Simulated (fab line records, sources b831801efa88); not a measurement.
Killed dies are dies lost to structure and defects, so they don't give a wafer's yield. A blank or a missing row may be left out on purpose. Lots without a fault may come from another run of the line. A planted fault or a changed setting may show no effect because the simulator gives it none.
Which tool did it? | flow gf180mcu | 11 lots, 33 wafers sampled, at 3 steps of a route of 602

WHAT THE GAUGES READ, wafer by wafer
GF_POLY_GATE_THK_MEAS_01.
lot  | measured     | on            | POLY_GATE_CVD_00_THK (nm)
L371 | day 8 18:32  | film_metro-01 | 196.5 196.8 198.4
L372 | day 9 02:44  | film_metro-01 | 203.2 202.7 202.2
L373 | day 9 05:21  | film_metro-03 | 199.7 199.6 199.0
L375 | day 10 02:30 | film_metro-03 | 195.8 196.8 197.1
L377 | day 10 11:31 | film_metro-02 | 160.3 161.5 161.1
L379 | day 11 01:54 | film_metro-02 | 165.6 165.7 165.8
L389 | day 13 17:52 | film_metro-02 | 199.6 199.0 198.3
L390 | day 13 22:53 | film_metro-03 | 200.5 200.3 201.1
L391 | day 14 07:25 | film_metro-02 | 201.9 203.2 202.7
L392 | day 14 14:59 | film_metro-03 | 200.0 201.7 200.8
L393 | day 15 06:49 | film_metro-02 | 201.0 199.1 202.4

WHICH TOOL RAN EACH LOT (tool, then ch and the chambers of the sampled wafers, then the start)
lot  | GF_LVPWELL_STRIP_10                 | GF_POLY_GATE_CVD_00
L371 | plasma_asher-03 ch 0,1, day 4 05:33 | lpcvd-02 ch 0, day 8 17:13
L372 | plasma_asher-01 ch 0,1, day 4 12:54 | lpcvd-01 ch 0, day 9 01:23
L373 | plasma_asher-04 ch 0,1, day 4 13:09 | lpcvd-02 ch 0, day 9 04:01
L375 | plasma_asher-03 ch 0,1, day 5 05:14 | lpcvd-01 ch 1, day 10 01:09
L377 | plasma_asher-04 ch 1, day 5 14:06   | lpcvd-01 ch 0, day 10 10:11
L379 | plasma_asher-04 ch 0,1, day 6 00:08 | lpcvd-01 ch 1, day 11 00:32
L389 | plasma_asher-04 ch 1, day 8 07:05   | lpcvd-01 ch 0, day 13 16:31
L390 | plasma_asher-04 ch 0,1, day 8 12:17 | lpcvd-01 ch 0, day 13 21:32
L391 | plasma_asher-04 ch 0,1, day 8 16:15 | lpcvd-01 ch 0, day 14 06:04
L392 | plasma_asher-01 ch 0,1, day 8 22:38 | lpcvd-01 ch 0, day 14 13:40
L393 | plasma_asher-01 ch 0,1, day 9 11:08 | lpcvd-01 ch 1, day 15 05:29
- GF_LVPWELL_STRIP_10: strips in O2/N2.
- GF_POLY_GATE_CVD_00: deposits poly-Si, target thk 200 nm, time 1200 s.

THE ANSWER, worked out from the rows above alone
Rule: what is usual is taken from the lots themselves. Put in order of their means at a reading, lots are off if they are a third of the lots or fewer, leave a main group of 4 or more, and stand apart from it by a gap of 3 or more times the standard deviation of the main group's means; of several such gaps the widest counts. A main group whose means are all the same, to the digits that the tables above print for the reading, isn't used. A lot without any number at a reading at which 4 lots or more have one is off too. The other lots that the step has rows for count as sound.
Off: L377, L379, at GF_POLY_GATE_THK_MEAS_01 (POLY_GATE_CVD_00_THK). The main group: mean 200.0 nm, standard deviation 2.
A tool fits if, at a process step before that reading, it ran every lot that is off, and no sound lot after the first of them. The gauges at GF_POLY_GATE_THK_MEAS_01 are tried like those tools. None of those tried fits.

WHAT THE SIMULATOR HAD PUT IN
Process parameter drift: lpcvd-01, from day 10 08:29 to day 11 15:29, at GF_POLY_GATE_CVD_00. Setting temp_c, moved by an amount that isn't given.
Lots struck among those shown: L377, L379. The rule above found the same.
